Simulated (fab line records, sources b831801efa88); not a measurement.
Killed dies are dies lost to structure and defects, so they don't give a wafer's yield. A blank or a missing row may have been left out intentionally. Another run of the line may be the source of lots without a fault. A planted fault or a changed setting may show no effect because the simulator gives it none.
Struck lot and sound lot, side by side ; flow sky130 ; 22 out of 708 route steps
Sound: wafers L266.1, L266.2, L266.6. Struck: wafer L261.1; the same lot's L261.4 was not struck, so it is left out; see the end for the cause.
At each step with rows: each side's tool, then ch and its chambers, then its first start. Under that, the readings that differ: sound wafers ; struck wafers ; difference of the means ; sigmas: that difference in standard deviations of wafers without a fault.
alike: a reading whose means differ by less than 2 such deviations, as well as words and numbers matching on both sides. not compared: withheld readings; readings where some wafer has no value; bounds like >300 that might hide an equal value; numbers whose values overlap and for which the record gives no deviation.
The two part at a step that has a row with sigmas, a row that says differs or no value, or rows on one side only. Non-overlapping numbers with no deviation appear without sigmas and do not part them. Lack of a reading on every wafer of one side parts them only where that side has two or more wafers.

first, 6 steps without rows for these wafers: SKY_VT_ADJUST_LVTN_HMDS_12 (prime time 60 s); SKY_VT_ADJUST_LVTN_COAT_13 (resist thk 1140 nm); SKY_VT_ADJUST_LVTN_SOFTBAKE_14 (time 60 s); SKY_VT_ADJUST_LVTN_EXPOSE_15 (exposes mask HVN STD DERIVED, target cd 600 nm); SKY_VT_ADJUST_LVTN_PEB_16; SKY_VT_ADJUST_LVTN_DEVELOP_17 (develop time 60 s).
SKY_VT_ADJUST_LVTN_OVL_MEAS_18:
  sound on overlay-01 at day 12 06:34; struck on overlay-01 at day 10 20:01
  alike: VT_ADJUST_LVTN_01_OVL
after that, 1 step had no rows for these wafers: SKY_VT_ADJUST_LVTN_IMPLANT_19.
SKY_VT_ADJUST_LVTN_STRIP_20: strips in O2/N2.
  sound on plasma asher-01 ch 0,1, day 12 06:45; struck on plasma asher-04 ch 0, day 10 20:12
  alike: drypump motor current A, oes product au, strip time to endpoint s
  not compared: rf hours counter h
SKY_VT_ADJUST_LVTN_TW_MEAS_21:
  sound on film metro-03 at day 12 06:51; struck on film metro-04 at day 10 20:18
reading;sound;struck;difference;sigmas
VT_ADJUST_LVTN_2_TW;188.4 187.1 189.1;183.8;-4.4;-2
then, 2 steps without rows for these wafers: SKY_VT_ADJUST_NCORE_DEHYDRATE_00 (time 60 s); SKY_VT_ADJUST_NCORE_HMDS_01 (prime time 60 s).
SKY_VT_ADJUST_NCORE_COAT_02: resist thk 1140 nm.
  sound on litho track-04 ch 0, day 12 19:44; struck on litho track-02 ch 0, day 11 07:28
reading;sound;struck;difference;sigmas
dispense pressure kPa (kPa);55 55 55;48;-7;-2
model.NOVOLAK_of_VT_ADJUST_NCORE_COAT_02.thk nm (nm);1140 1138 1142;1123;-17;
then, 3 steps without rows for these wafers: SKY_VT_ADJUST_NCORE_SOFTBAKE_03 (time 60 s); SKY_VT_ADJUST_NCORE_EXPOSE_04 (exposes mask LVTN COMPLEMENT THIN, target cd 380 nm); SKY_VT_ADJUST_NCORE_PEB_05.
SKY_VT_ADJUST_NCORE_DEVELOP_06: develop time 60 s.
  sound on litho track-04 ch 0, day 13 07:35; struck on litho track-04 ch 0, day 11 20:20
reading;sound;struck;difference;sigmas
model.NOVOLAK_of_VT_ADJUST_NCORE_COAT_02.thk nm (nm);1140 1138 1142;1122;-18;
SKY_VT_ADJUST_NCORE_CD_MEAS_07: target cd 380 nm.
  sound on cd sem-01 at day 13 07:44; struck on cd sem-02 at day 11 20:29
  alike: cd nm
SKY_VT_ADJUST_NCORE_OVL_MEAS_08:
  sound on overlay-01 at day 13 07:52; struck on overlay-02 at day 11 20:37
  alike: VT_ADJUST_NCORE_OVL
after that, 1 step had no rows for these wafers: SKY_VT_ADJUST_NCORE_IMPLANT_09.
SKY_VT_ADJUST_NCORE_STRIP_10: strips in O2/N2.
  sound on plasma asher-02 ch 0,1, day 13 08:03; struck on plasma asher-01 ch 0, day 11 20:48
reading;sound;struck;difference;sigmas
strip time to endpoint s (s);14.20 14.16 14.20;13.96;-0.23;-6
  alike: drypump motor current A, oes product au
  not compared: rf hours counter h
SKY_VT_ADJUST_NCORE_TW_MEAS_11:
  sound on film metro-04 at day 13 08:14; struck on film metro-04 at day 11 20:54
  alike: VT_ADJUST_NCORE_TW

== WHERE THEY PART ==
At SKY_VT_ADJUST_LVTN_TW_MEAS_21 first; at SKY_VT_ADJUST_NCORE_STRIP_10 last (within this record only). Later steps at which nothing parts them and some readings are alike: SKY_VT_ADJUST_NCORE_TW_MEAS_11.

WHY: the cause the simulator had injected
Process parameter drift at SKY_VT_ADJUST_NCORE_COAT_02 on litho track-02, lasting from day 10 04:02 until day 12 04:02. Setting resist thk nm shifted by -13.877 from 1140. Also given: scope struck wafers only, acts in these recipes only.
